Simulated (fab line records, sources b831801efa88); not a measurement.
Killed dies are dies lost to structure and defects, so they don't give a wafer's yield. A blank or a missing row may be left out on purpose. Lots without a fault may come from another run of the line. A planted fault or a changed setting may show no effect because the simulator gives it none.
fab line records | flow sky130
record lots=5 wafers=15 last_day=50
route steps=708 shown SD_P@329 RES_XHIGH@332 SD_N@342 SALICIDE@361 LI_CONTACT@362
lots that met no fault: from a run of the same line without faults
start_h: hours from the record's first day to the start of the lot's first wafer shown | wait_h: hours since the lot's step before | " the same as in the row above | L1.1+2: a row that stands for several wafers | - no value, or no start given | * or withheld: withheld | < > ~ a bound
route shown NAME@n: a module of which the file shows steps, and the number in the route of the first | usual: mean/standard deviation of fault-free wafers | same: alike in all rows | chamber/n: place in a boat | sites: the reading at each site | _std_site: their standard deviation | _edge_site: outer sites' mean less inner sites' | radius_mm: how far each site lies from the wafer's centre | mask NAME#n: copy n | behind: the tool/chamber that last shaped the wafer | hold: why the lot was held/for how many hours/how that ended | device: the transistor (n, p or np) that didn't switch | end of line: the same wafers' tests at the end of the route | a step without rows: its recipe alone | killed: dies lost to structure and defects at the first sort, not the wafer's yield | map: a wafer's dies, x killed, . not, _ none there
set.NAME: the setting as run; set.NAME@STEP: as run at that earlier step | model.NAME: the simulator's own value behind a step, which no gauge read
lots at some steps of the route; a table a step, a row a wafer
services: from which hour (start_h, from the record's first day; less than 0 if before it) a tool's chamber was out of use, for how many hours, and why
## steps
# step SKY_SD_P_IMPLANT_09
# recipe species=BF2 energy_kev=20 dose_cm2=3e+15 tilt_deg=0
# usual faraday_current_uA=12533/1500
# columns lot.wafer tool chamber start_h wait_h faraday_current_uA
L081.3 implanter-04 0 648.33 0.1 11054
L081.5 " 0 " " 11303
L081.6 " 0 " " 11168
L083.3 implanter-02 0 661.63 0.1 14234
L083.5 " 0 " " 13841
L083.6 " 0 " " 13437
L084.1 implanter-02 0 673.38 0.0 14228
L084.2 " 0 " " 14519
L084.4 " 0 " " 14057
L093.1 implanter-01 0 730.88 0.0 11131
L093.2 " 0 " " 11347
L093.6 " 0 " " 11431
L095.4 implanter-04 0 766.30 0.1 10887
L095.5 " 0 " " 10970
L095.6 " 0 " " 10899
# step SKY_SD_P_STRIP_10
# recipe chemistry=O2/N2 power_w=1400 pressure_mtorr=1500 platen_temp_c=withheld o2_flow_sccm=3000 n2_flow_sccm=300 overash_fraction=0.5
# usual drypump_motor_current_A=5.88/0.22 oes_product_au=0.617/0.0046 strip_time_to_endpoint_s=17.51/0.038
# columns lot.wafer tool chamber start_h wait_h drypump_motor_current_A oes_product_au rf_hours_counter_h strip_time_to_endpoint_s
L081.3 plasma_asher-02 1 648.47 0.1 5.90 0.619 - 17.50
L081.5 " 1 " " 5.91 0.616 - 17.51
L081.6 " 0 " " 5.70 0.614 - 17.54
L083.3 plasma_asher-03 0 661.76 0.1 5.60 0.615 - 17.55
L083.5 " 1 " " 6.26 0.621 - 17.54
L083.6 " 0 " " 5.60 0.618 - 17.53
L084.1 plasma_asher-03 0 673.53 0.1 5.61 0.624 90 17.51
L084.2 " 1 " " 6.25 0.612 90 17.51
L084.4 " 1 " " 6.25 0.623 - 17.54
L093.1 plasma_asher-03 0 731.03 0.1 5.59 0.615 95 17.48
L093.2 " 1 " " 6.25 0.614 95 17.44
L093.6 " 1 " " 6.28 0.614 - 17.53
L095.4 plasma_asher-04 1 766.41 0.1 5.89 0.614 - 17.46
L095.5 " 0 " " 5.93 0.618 - 17.51
L095.6 " 1 " " 5.90 0.618 - 17.46
# step SKY_SD_P_TW_MEAS_11
# usual SD_P_TW=2844/16
# columns lot.wafer tool chamber start_h wait_h SD_P_TW
L081.3 film_metro-03 - 648.55 0.1 2855
L081.5 " - " " 2853
L081.6 " - " " 2843
L083.3 film_metro-02 - 661.85 0.1 2856
L083.5 " - " " 2859
L083.6 " - " " 2849
L084.1 film_metro-02 - 673.63 0.1 2837
L084.2 " - " " 2865
L084.4 " - " " 2827
L093.1 film_metro-02 - 731.13 0.1 2810
L093.2 " - " " 2808
L093.6 " - " " 2817
L095.4 film_metro-01 - 766.51 0.1 2841
L095.5 " - " " 2857
L095.6 " - " " 2849
# step SKY_RES_XHIGH_DEHYDRATE_00
# recipe temp_c=200 time_s=60
# usual heater_power_total_W=160.38/0.12
# columns lot.wafer tool chamber start_h wait_h heater_power_total_W
L081.3 litho_track-01 0 659.25 10.7 160.33
L081.5 " 0 " " 160.35
L081.6 " 0 " " 160.41
L083.3 litho_track-04 0 676.11 14.3 160.45
L083.5 " 0 " " 160.41
L083.6 " 0 " " 160.33
L084.1 litho_track-04 0 685.56 11.9 160.50
L084.2 " 0 " " 160.42
L084.4 " 0 " " 160.25
L093.1 litho_track-04 0 743.86 12.7 160.43
L093.2 " 0 " " 160.36
L093.6 " 0 " " 160.40
L095.4 litho_track-01 0 779.07 12.6 160.49
L095.5 " 0 " " 160.52
L095.6 " 0 " " 160.44
# step SKY_RES_XHIGH_HMDS_01
# recipe prime_time_s=60 prime_temp_c=120
# columns lot.wafer tool chamber start_h wait_h
L081.3+5+6 litho_track-01 0 659.40 0.1
L083.3+5+6 litho_track-04 0 676.26 0.1
L084.1+2+4 litho_track-04 0 685.71 0.1
L093.1+2+6 litho_track-04 0 744.01 0.1
L095.4+5+6 litho_track-01 0 779.22 0.1
# step SKY_RES_XHIGH_COAT_02
# recipe resist=NOVOLAK spin_rpm=3000 resist_thk_nm=1140
# columns lot.wafer tool chamber start_h wait_h
L081.3+5+6 litho_track-01 0 659.55 0.1
L083.3+5+6 litho_track-04 0 676.41 0.1
L084.1+2+4 litho_track-04 0 685.86 0.1
L093.1+2+6 litho_track-04 0 744.16 0.1
L095.4+5+6 litho_track-01 0 779.37 0.1
# step SKY_RES_XHIGH_SOFTBAKE_03
# recipe temp_c=90 time_s=60 resist=NOVOLAK
# usual heater_power_total_W=56.59/0.049
# columns lot.wafer tool chamber start_h wait_h heater_power_total_W
L081.3 litho_track-01 0 659.70 0.1 56.58
L081.5 " 0 " " 56.65
L081.6 " 0 " " 56.56
L083.3 litho_track-04 0 676.56 0.1 56.64
L083.5 " 0 " " 56.61
L083.6 " 0 " " 56.53
L084.1 litho_track-04 0 686.01 0.1 56.52
L084.2 " 0 " " 56.61
L084.4 " 0 " " 56.62
L093.1 litho_track-04 0 744.31 0.1 56.56
L093.2 " 0 " " 56.62
L093.6 " 0 " " 56.62
L095.4 litho_track-01 0 779.52 0.1 56.47
L095.5 " 0 " " 56.56
L095.6 " 0 " " 56.58
# step SKY_RES_XHIGH_EXPOSE_04
# recipe mask_id=URPM na=0.6 source_shape=conventional sigma_outer=0.6 polarization=unpolarized target_cd_nm=1270 dose_mj=140
# columns lot.wafer tool chamber start_h wait_h mask
L081.3+5+6 iline_stepper-02 0 - - URPM#0
L083.3+5+6 iline_stepper-01 0 - - URPM#0
L084.1+2+4 iline_stepper-01 0 - - URPM#0
L093.1+2+6 iline_stepper-02 0 - - URPM#0
L095.4+5+6 iline_stepper-01 0 - - URPM#0
# step SKY_RES_XHIGH_PEB_05
# recipe temp_c=withheld time_s=* resist=NOVOLAK
# columns lot.wafer tool chamber start_h wait_h
L081.3+5+6 litho_track-04 0 - -
L083.3+5+6 litho_track-02 0 - -
L084.1+2+4 litho_track-02 0 - -
L093.1+2+6 litho_track-02 0 - -
L095.4+5+6 litho_track-04 0 - -
# step SKY_RES_XHIGH_DEVELOP_06
# recipe resist=NOVOLAK developer=TMAH develop_time_s=60 dev_temp_c=23
# columns lot.wafer tool chamber start_h wait_h
L081.3+5+6 litho_track-04 0 675.01 0.1
L083.3+5+6 litho_track-02 0 688.89 0.1
L084.1+2+4 litho_track-02 0 700.09 0.1
L093.1+2+6 litho_track-02 0 757.49 0.1
L095.4+5+6 litho_track-04 0 792.49 0.1
# step SKY_RES_XHIGH_IMPLANT_07
# recipe species=BF2 energy_kev=20 dose_cm2=3.6e+14 tilt_deg=0
# usual faraday_current_uA=551/66
# columns lot.wafer tool chamber start_h wait_h faraday_current_uA
L081.3 implanter-04 0 675.16 0.1 491
L081.5 " 0 " " 468
L081.6 " 0 " " 486
L083.3 implanter-02 0 689.04 0.1 612
L083.5 " 0 " " 622
L083.6 " 0 " " 645
L084.1 implanter-02 0 700.24 0.1 629
L084.2 " 0 " " 621
L084.4 " 0 " " 617
L093.1 implanter-04 0 757.64 0.1 474
L093.2 " 0 " " 475
L093.6 " 0 " " 491
L095.4 implanter-02 0 792.64 0.1 648
L095.5 " 0 " " 625
L095.6 " 0 " " 629
# step SKY_RES_XHIGH_STRIP_08
# recipe chemistry=O2/N2 power_w=1400 pressure_mtorr=1500 platen_temp_c=withheld o2_flow_sccm=3000 n2_flow_sccm=300 overash_fraction=0.5
# usual drypump_motor_current_A=5.87/0.24 oes_product_au=0.711/0.0043 strip_time_to_endpoint_s=14.26/0.039
# columns lot.wafer tool chamber start_h wait_h drypump_motor_current_A oes_product_au rf_hours_counter_h strip_time_to_endpoint_s
L081.3 plasma_asher-03 0 675.36 0.2 5.61 0.714 - 14.23
L081.5 " 1 " " 6.25 0.714 - 14.24
L081.6 " 0 " " 5.61 0.712 - 14.23
L083.3 plasma_asher-01 1 689.18 0.1 5.71 0.709 - 14.23
L083.5 " 0 " " 5.65 0.708 - 14.23
L083.6 " 1 " " 5.71 0.713 - 14.20
L084.1 plasma_asher-01 1 700.39 0.1 5.73 0.710 24 14.25
L084.2 " 0 " " 5.57 0.721 24 14.26
L084.4 " 1 " " 5.72 0.708 - 14.27
L093.1 plasma_asher-03 1 757.79 0.1 6.27 0.706 98 14.23
L093.2 " 0 " " 5.59 0.707 98 14.25
L093.6 " 1 " " 6.26 0.707 - 14.30
L095.4 plasma_asher-04 1 792.75 0.1 5.94 0.715 - 14.24
L095.5 " 0 " " 5.92 0.707 - 14.23
L095.6 " 1 " " 5.93 0.716 - 14.22
# step SKY_RES_XHIGH_TW_MEAS_09
# usual RES_XHIGH_TW=1648/8.4
# columns lot.wafer tool chamber start_h wait_h RES_XHIGH_TW
L081.3 film_metro-02 - 675.45 0.1 1651
L081.5 " - " " 1641
L081.6 " - " " 1651
L083.3 film_metro-02 - 689.26 0.1 1643
L083.5 " - " " 1657
L083.6 " - " " 1638
L084.1 film_metro-02 - 700.49 0.1 1631
L084.2 " - " " 1647
L084.4 " - " " 1628
L093.1 film_metro-03 - 757.89 0.1 1649
L093.2 " - " " 1651
L093.6 " - " " 1659
L095.4 film_metro-03 - 792.84 0.1 1652
L095.5 " - " " 1642
L095.6 " - " " 1641
# step SKY_SD_N_DEHYDRATE_00
# recipe temp_c=200 time_s=60
# usual heater_power_total_W=160.38/0.12
# columns lot.wafer tool chamber start_h wait_h heater_power_total_W
L081.3 litho_track-02 0 687.24 11.8 160.28
L081.5 " 0 " " 160.32
L081.6 " 0 " " 160.42
L083.3 litho_track-03 0 702.62 13.4 160.53
L083.5 " 0 " " 160.19
L083.6 " 0 " " 160.33
L084.1 litho_track-03 0 713.02 12.5 160.17
L084.2 " 0 " " 160.57
L084.4 " 0 " " 160.47
L093.1 litho_track-04 0 769.76 11.9 160.32
L093.2 " 0 " " 160.20
L093.6 " 0 " " 160.26
L095.4 litho_track-04 0 804.64 11.8 160.48
L095.5 " 0 " " 160.30
L095.6 " 0 " " 160.51
# step SKY_SD_N_HMDS_01
# recipe prime_time_s=60 prime_temp_c=120
# columns lot.wafer tool chamber start_h wait_h
L081.3+5+6 litho_track-02 0 687.39 0.1
L083.3+5+6 litho_track-03 0 702.77 0.1
L084.1+2+4 litho_track-03 0 713.17 0.1
L093.1+2+6 litho_track-04 0 769.91 0.1
L095.4+5+6 litho_track-04 0 804.79 0.1
# step SKY_SD_N_COAT_02
# recipe resist=NOVOLAK spin_rpm=3000 resist_thk_nm=1140
# columns lot.wafer tool chamber start_h wait_h
L081.3+5+6 litho_track-02 0 687.54 0.1
L083.3+5+6 litho_track-03 0 702.92 0.1
L084.1+2+4 litho_track-03 0 713.32 0.1
L093.1+2+6 litho_track-04 0 770.06 0.1
L095.4+5+6 litho_track-04 0 804.94 0.1
# step SKY_SD_N_SOFTBAKE_03
# recipe temp_c=90 time_s=60 resist=NOVOLAK
# usual heater_power_total_W=56.59/0.039
# columns lot.wafer tool chamber start_h wait_h heater_power_total_W
L081.3 litho_track-02 0 687.69 0.1 56.61
L081.5 " 0 " " 56.60
L081.6 " 0 " " 56.68
L083.3 litho_track-03 0 703.07 0.1 56.60
L083.5 " 0 " " 56.59
L083.6 " 0 " " 56.56
L084.1 litho_track-03 0 713.47 0.1 56.57
L084.2 " 0 " " 56.62
L084.4 " 0 " " 56.48
L093.1 litho_track-04 0 770.21 0.1 56.51
L093.2 " 0 " " 56.56
L093.6 " 0 " " 56.53
L095.4 litho_track-04 0 805.09 0.1 56.58
L095.5 " 0 " " 56.57
L095.6 " 0 " " 56.56
# step SKY_SD_N_EXPOSE_04
# recipe mask_id=NSDM na=0.6 source_shape=conventional sigma_outer=0.6 polarization=unpolarized target_cd_nm=380 dose_mj=141
# columns lot.wafer tool chamber start_h wait_h mask
L081.3+5+6 iline_stepper-01 0 - - NSDM#0
L083.3+5+6 iline_stepper-02 0 - - NSDM#0
L084.1+2+4 iline_stepper-02 0 - - NSDM#0
L093.1+2+6 iline_stepper-01 0 - - NSDM#0
L095.4+5+6 iline_stepper-02 0 - - NSDM#0
# step SKY_SD_N_PEB_05
# recipe temp_c=withheld time_s=* resist=NOVOLAK
# columns lot.wafer tool chamber start_h wait_h
L081.3+5+6 litho_track-03 0 - -
L083.3+5+6 litho_track-02 0 - -
L084.1+2+4 litho_track-04 0 - -
L093.1+2+6 litho_track-04 0 - -
L095.4+5+6 litho_track-04 0 - -
# step SKY_SD_N_DEVELOP_06
# recipe resist=NOVOLAK developer=TMAH develop_time_s=60 dev_temp_c=23
# columns lot.wafer tool chamber start_h wait_h
L081.3+5+6 litho_track-03 0 701.67 0.1
L083.3+5+6 litho_track-02 0 715.54 0.1
L084.1+2+4 litho_track-04 0 727.41 0.1
L093.1+2+6 litho_track-04 0 783.36 0.1
L095.4+5+6 litho_track-04 0 818.49 0.1
# step SKY_SD_N_CD_MEAS_07
# recipe target_cd_nm=380
# usual cd_nm=379.7/2.5
# columns lot.wafer tool chamber start_h wait_h cd_nm
L081.3 cd_sem-01 - 701.81 0.1 381.1
L081.5 " - " " 380.8
L081.6 " - " " 382.5
L083.3 cd_sem-01 - 715.68 0.1 381.7
L083.5 " - " " 380.1
L083.6 " - " " 381.4
L084.1 cd_sem-01 - 727.56 0.1 380.6
L084.2 " - " " 381.0
L084.4 " - " " 381.1
L093.1 cd_sem-02 - 783.51 0.1 381.4
L093.2 " - " " 381.4
L093.6 " - " " 382.3
L095.4 cd_sem-01 - 818.62 0.1 382.7
L095.5 " - " " 381.0
L095.6 " - " " 382.2
# step SKY_SD_N_OVL_MEAS_08
# usual SD_N_OVL=0.6/1.6
# columns lot.wafer tool chamber start_h wait_h SD_N_OVL[nm]
L081.3 overlay-01 - 701.90 0.1 1.0
L081.5 " - " " 1.4
L081.6 " - " " 2.2
L083.3 overlay-01 - 715.77 0.1 2.3
L083.5 " - " " -0.8
L083.6 " - " " 3.8
L084.1 overlay-02 - 727.68 0.1 0.7
L084.2 " - " " 0.1
L084.4 " - " " 1.1
L093.1 overlay-02 - 783.63 0.1 0.0
L093.2 " - " " -1.0
L093.6 " - " " -2.3
L095.4 overlay-02 - 818.70 0.1 0.3
L095.5 " - " " -1.8
L095.6 " - " " -0.8
# step SKY_SD_N_IMPLANT_09
# recipe species=As energy_kev=50 dose_cm2=4e+15 tilt_deg=0
# usual faraday_current_uA=12583/1300
# columns lot.wafer tool chamber start_h wait_h faraday_current_uA
L081.3 implanter-01 0 701.98 0.1 11592
L081.5 " 0 " " 11400
L081.6 " 0 " " 11291
L083.3 implanter-01 0 715.85 0.1 11135
L083.5 " 0 " " 11402
L083.6 " 0 " " 11233
L084.1 implanter-02 0 727.72 0.0 13571
L084.2 " 0 " " 14157
L084.4 " 0 " " 13980
L093.1 implanter-02 0 783.67 0.0 14127
L093.2 " 0 " " 13844
L093.6 " 0 " " 14036
L095.4 implanter-01 0 818.79 0.1 11068
L095.5 " 0 " " 11572
L095.6 " 0 " " 11385
# step SKY_SD_N_IMPLANT_10
# recipe species=P energy_kev=20 dose_cm2=1e+14 tilt_deg=0
# usual faraday_current_uA=526/33
# columns lot.wafer tool chamber start_h wait_h faraday_current_uA
L081.3 implanter-01 0 702.13 0.1 479
L081.5 " 0 " " 492
L081.6 " 0 " " 489
L083.3 implanter-01 0 716.00 0.1 493
L083.5 " 0 " " 489
L083.6 " 0 " " 492
L084.1 implanter-02 0 727.87 0.1 557
L084.2 " 0 " " 557
L084.4 " 0 " " 547
L093.1 implanter-02 0 783.82 0.1 563
L093.2 " 0 " " 559
L093.6 " 0 " " 575
L095.4 implanter-01 0 818.94 0.1 483
L095.5 " 0 " " 466
L095.6 " 0 " " 496
# step SKY_SD_N_STRIP_11
# recipe chemistry=O2/N2 power_w=1400 pressure_mtorr=1500 platen_temp_c=withheld o2_flow_sccm=3000 n2_flow_sccm=300 overash_fraction=0.5
# usual drypump_motor_current_A=5.82/0.23 oes_product_au=0.527/0.004 strip_time_to_endpoint_s=22.56/0.047
# columns lot.wafer tool chamber start_h wait_h drypump_motor_current_A oes_product_au rf_hours_counter_h strip_time_to_endpoint_s
L081.3 plasma_asher-03 1 702.26 0.1 6.26 0.530 - 22.59
L081.5 " 1 " " 6.25 0.523 - 22.57
L081.6 " 0 " " 5.61 0.527 - 22.60
L083.3 plasma_asher-01 1 716.13 0.1 5.71 0.533 - 22.56
L083.5 " 1 " " 5.74 0.522 - 22.52
L083.6 " 0 " " 5.58 0.528 - 22.55
L084.1 plasma_asher-03 1 728.02 0.1 6.25 0.530 95 22.67
L084.2 " 0 " " 5.63 0.526 95 22.64
L084.4 " 0 " " 5.63 0.521 - 22.64
L093.1 plasma_asher-02 1 783.97 0.1 5.89 0.532 4 22.53
L093.2 " 0 " " 5.68 0.527 4 22.58
L093.6 " 1 " " 5.90 0.525 - 22.55
L095.4 plasma_asher-03 0 819.05 0.1 5.63 0.528 - 22.52
L095.5 " 1 " " 6.26 0.531 - 22.58
L095.6 " 0 " " 5.62 0.530 - 22.54
# step SKY_SD_N_TW_MEAS_12
# usual SD_N_TW=4001/25
# columns lot.wafer tool chamber start_h wait_h SD_N_TW
L081.3 film_metro-03 - 702.35 0.1 4049
L081.5 " - " " 4058
L081.6 " - " " 4038
L083.3 film_metro-01 - 716.22 0.1 4002
L083.5 " - " " 4011
L083.6 " - " " 4023
L084.1 film_metro-02 - 728.12 0.1 3961
L084.2 " - " " 3946
L084.4 " - " " 3947
L093.1 film_metro-01 - 784.07 0.1 4017
L093.2 " - " " 4002
L093.6 " - " " 4006
L095.4 film_metro-03 - 819.15 0.1 4015
L095.5 " - " " 4023
L095.6 " - " " 4008
# step SKY_SD_N_CLEAN_13
# recipe chemistry=SC1/SC2 mix=1:4:20 temp_c=70 time_s=150 dry=n2_spin
# columns lot.wafer tool chamber start_h wait_h
L081.3+5+6 wet_bench-03 1 702.39 0.0
L083.3+5+6 wet_bench-02 3 716.26 0.0
L084.1+2+4 wet_bench-02 0 728.18 0.1
L093.1+2+6 wet_bench-03 2 784.13 0.1
L095.4+5+6 wet_bench-02 1 819.18 0.0
# step SKY_SD_N_RTA_14
# recipe temp_c=1075 time_s=2 idle_temp_c=650 ramp_up_c_per_s=150 ramp_down_c_per_s=90 ambient=N2
# usual lamp_power_pct=15.73/0.048 wafer_temp_C_max=1078.2/1.3
# columns lot.wafer tool chamber start_h wait_h lamp_power_pct wafer_temp_C_max
L081.3 rtp_anneal-01 0 702.47 0.0 15.68 1080.3
L081.5 " 0 " " 15.77 1078.2
L081.6 " 0 " " 15.69 1080.0
L083.3 rtp_anneal-01 0 716.33 0.0 15.71 1079.2
L083.5 " 0 " " 15.70 1077.3
L083.6 " 0 " " 15.69 1077.2
L084.1 rtp_anneal-02 0 728.23 0.0 15.80 1079.3
L084.2 " 0 " " 15.75 1078.5
L084.4 " 0 " " 15.66 1082.2
L093.1 rtp_anneal-01 0 784.18 0.0 15.79 1078.6
L093.2 " 0 " " 15.76 1076.6
L093.6 " 0 " " 15.67 1079.8
L095.4 rtp_anneal-01 0 819.26 0.0 15.76 1078.3
L095.5 " 0 " " 15.75 1077.0
L095.6 " 0 " " 15.79 1081.7
# step SKY_SD_N_RS_MEAS_16
# recipe thk_meas_gauge=four-point-probe
# usual SD_N_RS=68.50/0.11
# columns lot.wafer tool chamber start_h wait_h SD_N_RS[ohm/sq]
L081.3 film_metro-02 - 702.66 0.1 68.28
L081.5 " - " " 68.54
L081.6 " - " " 68.40
L083.3 film_metro-03 - 716.52 0.1 68.60
L083.5 " - " " 68.57
L083.6 " - " " 68.51
L084.1 film_metro-03 - 728.40 0.1 68.52
L084.2 " - " " 68.58
L084.4 " - " " 68.34
L093.1 film_metro-03 - 784.35 0.1 68.68
L093.2 " - " " 68.72
L093.6 " - " " 68.44
L095.4 film_metro-02 - 819.47 0.1 68.47
L095.5 " - " " 68.38
L095.6 " - " " 68.36
# step SKY_SD_N_RS_MEAS_17
# recipe thk_meas_gauge=four-point-probe
# usual SD_P_RS=147.0/0.37
# columns lot.wafer tool chamber start_h wait_h SD_P_RS[ohm/sq]
L081.3 film_metro-02 - 702.78 0.1 146.9
L081.5 " - " " 147.1
L081.6 " - " " 146.8
L083.3 film_metro-03 - 716.64 0.1 147.1
L083.5 " - " " 147.0
L083.6 " - " " 147.0
L084.1 film_metro-03 - 728.52 0.1 146.6
L084.2 " - " " 146.8
L084.4 " - " " 146.3
L093.1 film_metro-03 - 784.47 0.1 147.3
L093.2 " - " " 147.8
L093.6 " - " " 147.3
L095.4 film_metro-02 - 819.59 0.1 147.1
L095.5 " - " " 146.7
L095.6 " - " " 147.1
# step SKY_SD_N_RS_MEAS_18
# recipe thk_meas_gauge=four-point-probe
# usual RES_XHIGH_RS=333.1/0.99
# columns lot.wafer tool chamber start_h wait_h RES_XHIGH_RS[ohm/sq]
L081.3 film_metro-02 - 702.90 0.1 332.8
L081.5 " - " " 331.8
L081.6 " - " " 331.8
L083.3 film_metro-03 - 716.76 0.1 332.8
L083.5 " - " " 332.5
L083.6 " - " " 331.7
L084.1 film_metro-03 - 728.64 0.1 332.6
L084.2 " - " " 333.0
L084.4 " - " " 332.3
L093.1 film_metro-03 - 784.59 0.1 333.0
L093.2 " - " " 333.6
L093.6 " - " " 333.8
L095.4 film_metro-02 - 819.71 0.1 333.0
L095.5 " - " " 332.1
L095.6 " - " " 334.1
# step SKY_SALICIDE_CLEAN_00
# recipe chemistry=HF-last time_s=30 dilution=100:1 dry=ipa_marangoni
# columns lot.wafer tool chamber start_h wait_h
L081.3+5+6 wet_bench-03 1 702.98 0.1
L083.3+5+6 wet_bench-03 1 716.84 0.1
L084.1+2+4 wet_bench-03 1 728.76 0.1
L093.1+2+6 wet_bench-04 2 784.71 0.1
L095.4+5+6 wet_bench-04 0 819.77 0.0
# step SKY_LI_CONTACT_HDPCVD_00
# recipe material=PSG target_thk_nm=930 sigma_open_frac=0.3 time_s=155 temp_c=600 sih4_flow_sccm=60 pressure_mtorr=6
# columns lot.wafer tool chamber start_h wait_h
L081.3+5+6 hdpcvd-01 1,0,1 703.00 0.0
L083.3+5+6 hdpcvd-01 2,0,1 716.86 0.0
L084.1+2+4 hdpcvd-02 0,2,2 728.78 0.0
L093.1+2+6 hdpcvd-01 2,1,0 784.73 0.0
L095.4+5+6 hdpcvd-02 2,0,1 819.84 0.1
# step SKY_LI_CONTACT_THK_MEAS_01
# recipe reads=PSG_of_LI_CONTACT_HDPCVD_00
# usual LI_CONTACT_HDPCVD_THK=931/9.5
# columns lot.wafer tool chamber start_h wait_h LI_CONTACT_HDPCVD_THK[nm]
L081.3 film_metro-01 - 703.12 0.1 951
L081.5 " - " " 937
L081.6 " - " " 943
L083.3 film_metro-02 - 716.98 0.1 939
L083.5 " - " " 930
L083.6 " - " " 937
L084.1 film_metro-01 - 728.88 0.1 943
L084.2 " - " " 939
L084.4 " - " " 930
L093.1 film_metro-01 - 784.83 0.1 937
L093.2 " - " " 935
L093.6 " - " " 941
L095.4 film_metro-01 - 819.92 0.0 937
L095.5 " - " " 945
L095.6 " - " " 936
# step SKY_LI_CONTACT_CMP_02
# recipe material=PSG down_force_psi=4 platen_rpm=60 pad_velocity_m_s=0.94248
# usual edge_zone_pressure_frac=1.000/0.0048 motor_current_A=11.9/1 time_to_endpoint_s=31.6/2.7
# columns lot.wafer tool chamber start_h wait_h edge_zone_pressure_frac motor_current_A time_to_endpoint_s
L081.3 cmp-02 2 703.21 0.1 0.993 11.6 30.6
L081.5 " 1 " " 0.999 11.6 34.8
L081.6 " 2 " " 1.002 11.7 29.8
L083.3 cmp-02 1 717.12 0.1 1.002 11.5 35.6
L083.6 " 3 " " 1.002 12.0 31.2
L083.5 " 0 " " 1.005 12.9 27.7
L084.1 cmp-02 3 728.99 0.1 1.002 12.5 32.1
L084.4 " 0 " " 0.997 12.7 31.3
L084.2 " 1 " " 0.994 11.1 32.9
L093.2 cmp-01 2 784.94 0.1 1.003 13.1 31.2
L093.1 " 3 " " 1.001 11.2 32.7
L093.6 " 1 " " 1.001 12.2 33.0
L095.4 cmp-02 3 820.10 0.2 0.999 12.7 31.7
L095.5 " 0 " " 1.005 13.8 31.8
L095.6 " 1 " " 0.991 11.1 35.8
# step SKY_LI_CONTACT_BOW_MEAS_03
# recipe mode=bow
# usual LI_CONTACT_BOW=57/7.2
# columns lot.wafer tool chamber start_h wait_h LI_CONTACT_BOW[um]
L081.3 film_metro-02 - 703.50 0.2 60
L081.5 " - " " 57
L081.6 " - " " 63
L083.3 film_metro-03 - 717.36 0.2 37
L083.5 " - " " 49
L083.6 " - " " 51
L084.1 film_metro-03 - 729.24 0.2 56
L084.2 " - " " 48
L084.4 " - " " 47
L093.1 film_metro-01 - 785.19 0.1 67
L093.2 " - " " 49
L093.6 " - " " 57
L095.4 film_metro-02 - 820.31 0.2 62
L095.5 " - " " 51
L095.6 " - " " 60
# step SKY_LI_CONTACT_DEHYDRATE_04
# recipe temp_c=200 time_s=60
# usual heater_power_total_W=160.37/0.14
# columns lot.wafer tool chamber start_h wait_h heater_power_total_W
L081.3 litho_track-03 0 715.77 12.2 160.37
L081.5 " 0 " " 160.26
L081.6 " 0 " " 160.58
L083.3 litho_track-02 0 731.09 13.7 160.35
L083.5 " 0 " " 160.27
L083.6 " 0 " " 160.47
L084.1 litho_track-02 0 742.14 12.9 160.28
L084.2 " 0 " " 160.18
L084.4 " 0 " " 160.37
L093.1 litho_track-01 0 797.30 12.1 160.45
L093.2 " 0 " " 160.45
L093.6 " 0 " " 160.15
L095.4 litho_track-02 0 832.02 11.7 160.30
L095.5 " 0 " " 160.57
L095.6 " 0 " " 160.25
# step SKY_LI_CONTACT_HMDS_05
# recipe prime_time_s=60 prime_temp_c=120
# columns lot.wafer tool chamber start_h wait_h
L081.3+5+6 litho_track-03 0 715.92 0.1
L083.3+5+6 litho_track-02 0 731.24 0.1
L084.1+2+4 litho_track-02 0 742.29 0.1
L093.1+2+6 litho_track-01 0 797.45 0.1
L095.4+5+6 litho_track-02 0 832.17 0.1
# step SKY_LI_CONTACT_COAT_06
# recipe resist=BARC temp_c=withheld time_s=withheld spin_rpm=3000 resist_thk_nm=60
# columns lot.wafer tool chamber start_h wait_h
L081.3+5+6 litho_track-03 0 716.07 0.1
L083.3+5+6 litho_track-02 0 731.39 0.1
L084.1+2+4 litho_track-02 0 742.44 0.1
L093.1+2+6 litho_track-01 0 797.60 0.1
L095.4+5+6 litho_track-02 0 832.32 0.1
# step SKY_LI_CONTACT_COAT_07
# recipe resist=KrF-thick spin_rpm=3000 resist_thk_nm=450
# columns lot.wafer tool chamber start_h wait_h
L081.3+5+6 litho_track-03 0 - -
L083.3+5+6 litho_track-02 0 - -
L084.1+2+4 litho_track-02 0 - -
L093.1+2+6 litho_track-01 0 - -
L095.4+5+6 litho_track-02 0 - -
# step SKY_LI_CONTACT_SOFTBAKE_08
# recipe temp_c=100 time_s=90 resist=KrF-thick
# usual heater_power_total_W=57.35/0.11
# columns lot.wafer tool chamber start_h wait_h heater_power_total_W
L081.3 litho_track-03 0 - - 57.25
L081.5 " 0 " " 57.47
L081.6 " 0 " " 57.47
L083.3 litho_track-02 0 - - 57.27
L083.5 " 0 " " 57.35
L083.6 " 0 " " 57.46
L084.1 litho_track-02 0 - - 57.28
L084.2 " 0 " " 57.33
L084.4 " 0 " " 57.22
L093.1 litho_track-01 0 - - 57.39
L093.2 " 0 " " 57.52
L093.6 " 0 " " 57.46
L095.4 litho_track-02 0 - - 57.30
L095.5 " 0 " " 57.41
L095.6 " 0 " " 57.24
# step SKY_LI_CONTACT_EXPOSE_09
# recipe mask_id=LICM1 na=0.8 source_shape=annular sigma_inner=0.55 sigma_outer=0.85 target_cd_nm=170 dose_mj=38
# columns lot.wafer tool chamber start_h wait_h mask
L081.3+5+6 krf_scanner-01 0 - - LICM1#0
L083.3+5+6 krf_scanner-01 0 - - LICM1#0
L084.1+2+4 krf_scanner-01 0 - - LICM1#0
L093.1+2+6 krf_scanner-02 0 - - LICM1#0
L095.4+5+6 krf_scanner-01 0 - - LICM1#0
## services
# columns tool chamber start_h hours kind
cmp-02 - 634.00 0.5 repair
krf_scanner-01 - 645.85 0.8 pm
krf_scanner-01 - 646.83 1.8 repair
implanter-02 - 647.55 2.9 pm
krf_scanner-01 - 659.50 0.1 repair
implanter-04 - 662.30 2.0 repair
hdpcvd-01 0 668.27 7.1 repair
iline_stepper-02 - 675.59 11.1 repair
plasma_asher-03 - 682.43 3.5 repair
iline_stepper-01 - 689.39 1.7 pm
iline_stepper-02 - 691.06 1.7 pm
implanter-02 - 695.29 2.4 repair
implanter-01 - 703.15 5.7 repair
cmp-02 - 721.10 7.7 pm
implanter-04 - 721.50 1.9 repair
iline_stepper-01 - 731.16 3.8 repair
cmp-02 - 733.79 0.5 repair
krf_scanner-01 - 736.63 1.3 pm
implanter-04 - 740.82 4.0 repair
krf_scanner-01 - 746.13 1.0 pm
rtp_anneal-01 - 761.02 0.9 pm
implanter-01 - 812.60 2.8 repair
krf_scanner-01 - 814.65 0.8 pm
krf_scanner-01 - 823.10 0.3 repair
## key
fault none
